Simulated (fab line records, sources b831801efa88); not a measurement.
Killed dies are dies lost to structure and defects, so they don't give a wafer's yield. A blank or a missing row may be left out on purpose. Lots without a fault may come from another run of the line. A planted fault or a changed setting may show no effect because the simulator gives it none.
Which tool did it? | flow sky130 | 7 lots, 20 wafers sampled, at 3 steps of a route of 708

WHAT THE GAUGES READ, wafer by wafer
SKY_VIA4_THK_MEAS_20: measures by xrf.
lot  | measured     | on            | VIA4_W_THK (nm)
L845 | day 43 02:08 | film_metro-02 | 515 514 526
L847 | day 43 21:52 | film_metro-04 | 511 504 516
L850 | day 44 17:17 | film_metro-02 | 528 531
L853 | day 45 03:18 | film_metro-02 | 495 495 509
L863 | day 48 05:13 | film_metro-02 | 529 526 509
L864 | day 48 09:52 | film_metro-02 | 492 493 501
L867 | day 48 15:59 | film_metro-04 | 518 537 532

WHICH TOOL RAN EACH LOT (tool, then ch and the chambers of the sampled wafers, then the start)
lot  | SKY_METAL3_SPUTTER_03        | SKY_VIA4_CVD_18
L845 | pvd_sputter-02, day 36 13:28 | cvd_w-02 ch 0,1, day 43 01:53
L847 | pvd_sputter-01, day 37 10:05 | cvd_w-01 ch 0,1, day 43 21:35
L850 | pvd_sputter-01, day 38 14:14 | cvd_w-02 ch 0,1, day 44 17:02
L853 | pvd_sputter-04, day 39 00:41 | cvd_w-01 ch 0,1, day 45 03:02
L863 | pvd_sputter-01, day 42 15:07 | cvd_w-02 ch 0,1, day 48 04:56
L864 | pvd_sputter-01, day 42 19:11 | cvd_w-01 ch 0,1, day 48 09:35
L867 | pvd_sputter-04, day 43 01:14 | cvd_w-02 ch 0,1, day 48 15:43
- SKY_METAL3_SPUTTER_03: material Ti, target thk 5 nm, time 3.3 s.
- SKY_VIA4_CVD_18: deposits W, target thk 505 nm, time 152.14 s.

THE ANSWER, worked out from the rows above alone
Rule: what is usual is taken from the lots themselves. Put in order of their means at a reading, lots are off if they are a third of the lots or fewer, leave a main group of 4 or more, and stand apart from it by a gap of 3 or more times the standard deviation of the main group's means; of several such gaps the widest counts. A main group whose means are all the same, to the digits that the tables above print for the reading, isn't used. A lot without any number at a reading at which 4 lots or more have one is off too. The other lots that the step has rows for count as sound.
No lot is off at any reading shown: from this, nothing can be told.

WHAT THE SIMULATOR HAD PUT IN
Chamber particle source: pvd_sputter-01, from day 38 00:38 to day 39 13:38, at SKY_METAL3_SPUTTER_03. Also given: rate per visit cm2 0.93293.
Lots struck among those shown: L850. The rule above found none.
